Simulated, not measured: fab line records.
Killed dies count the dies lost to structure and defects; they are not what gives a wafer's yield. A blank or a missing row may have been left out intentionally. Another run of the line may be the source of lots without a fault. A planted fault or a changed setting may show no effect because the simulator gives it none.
Code-filled problem report in 8D (eight disciplines) form	flow gf180mcu	the parts of the form that need people (team, actions taken, sign-off) are left out

== 1. PROBLEM STATEMENT ==
Wafers free of any fault read 850 nm (standard deviation 11) for V3_CVD_02_THK at GF_V3_THK_MEAS_03, against a mean of 228 nm on 4 wafers of 3 lots. That puts it -57 standard deviations away from the usual mean.
Earliest sighting: wafer L573.2 on filmMetro-03 at day 27 17:09. The record has a number at this step for 35 wafers belonging to 12 lots. By rule, "out" or "out of limits" means more than 4 standard deviations away from the usual mean. The rest of the wafers with a number are treated as sound.

== 2. WHAT IT IS AND WHAT IT IS NOT ==
question	is	is not
which readings at this step	V3_CVD_02_THK	-
which lots	L573, L575, L576	L556, L557, L558, L559, L561, L562, L565, L567, L569
which wafers of those lots	L573.2, L575.2, L575.6, L576.6	L573.1, L573.4, L575.3, L576.1
read on which gauges	filmMetro-03	filmMetro-02, filmMetro-04
when	from day 27 17:09	up to then (29 sound wafers); but 2 sound wafers of L575, L576 came after

== 3. THE SUSPECTS, EACH WITH WHAT RULES IT OUT ==
Counting: if a tool at a process step up to the reading ran every lot that is out, it stays a suspect. Sound lots after the first of them don't rule it out here, since some wafers of a struck lot are sound.
- the gauge at GF_V3_THK_MEAS_03 is ruled out. All the wafers that are out were read on filmMetro-03, but those of them that GF_V3_CVD_02 has rows for are out there too, on other tools.
- pecvd-01 at GF_V3_CVD_02 (deposits SiO2 from TEOS, target thk 850 nm, time 94.851 s): kept. It ran every lot that is out, first L573 (day 27 17:05); its last sound lot up to then is L567 (day 25 11:16). Its own readings are out on those wafers: runLengthS.
Left after counting: pecvd-01 at GF_V3_CVD_02.

== 4. THE CAUSE (what the simulator had put in) ==
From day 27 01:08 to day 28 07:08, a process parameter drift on pecvd-01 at GF_V3_CVD_02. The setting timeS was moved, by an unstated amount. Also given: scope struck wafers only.
Counting left only this tool.

== 5. THE EFFECT CHAIN, in route order ==
Rows list readings where the struck wafers' mean (over those with a number) sits beyond 3 standard deviations from the usual. Only readings whose record carries a usual standard deviation are examined. hours: median over the lots of the time between each lot's start at the first step of this table that gives one and its start at this step. sigmas: the change, counted in usual standard deviations.
hours	step	reading	usual	on struck wafers	change	sigmas
0	GF_V3_CVD_02	runLengthS	122.9 s	54.1	-68.8	-99 or more
0	GF_V3_THK_MEAS_03	V3_CVD_02_THK	850 nm	228	-622	-57
0	GF_V3_CMP_04	timeToEndpointS	82 s	4	-78	-15
-	GF_V3_ETCH_17	oesProductAu	0.855 a.u.	0.542	-0.313	-71
Here are the process steps it includes:
- GF_V3_CVD_02: deposits SiO2 from TEOS, target thk 850 nm, time 94.851 s.
- GF_V3_CMP_04: polishes SiO2.
- GF_V3_ETCH_17: etches SiO2 in C4F8/O2/Ar, stops on TiN, target depth 635 nm.

== 6. HOW IT WOULD HAVE BEEN CAUGHT EARLIER ==
16 hours passed between the start of the fault at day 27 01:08 and the first reading out of limits at a measuring or inspecting step in this record, taken at day 27 17:09.
Tool's own readings at GF_V3_CVD_02, runLengthS: out on all struck wafers the step has rows for; an alarm limit on them would have tripped on the first.
L575, L576, from the lots that are out (3), started GF_V3_CVD_02 on pecvd-01 later than day 27 17:09. A hold on the tool at that time would have spared those 2.
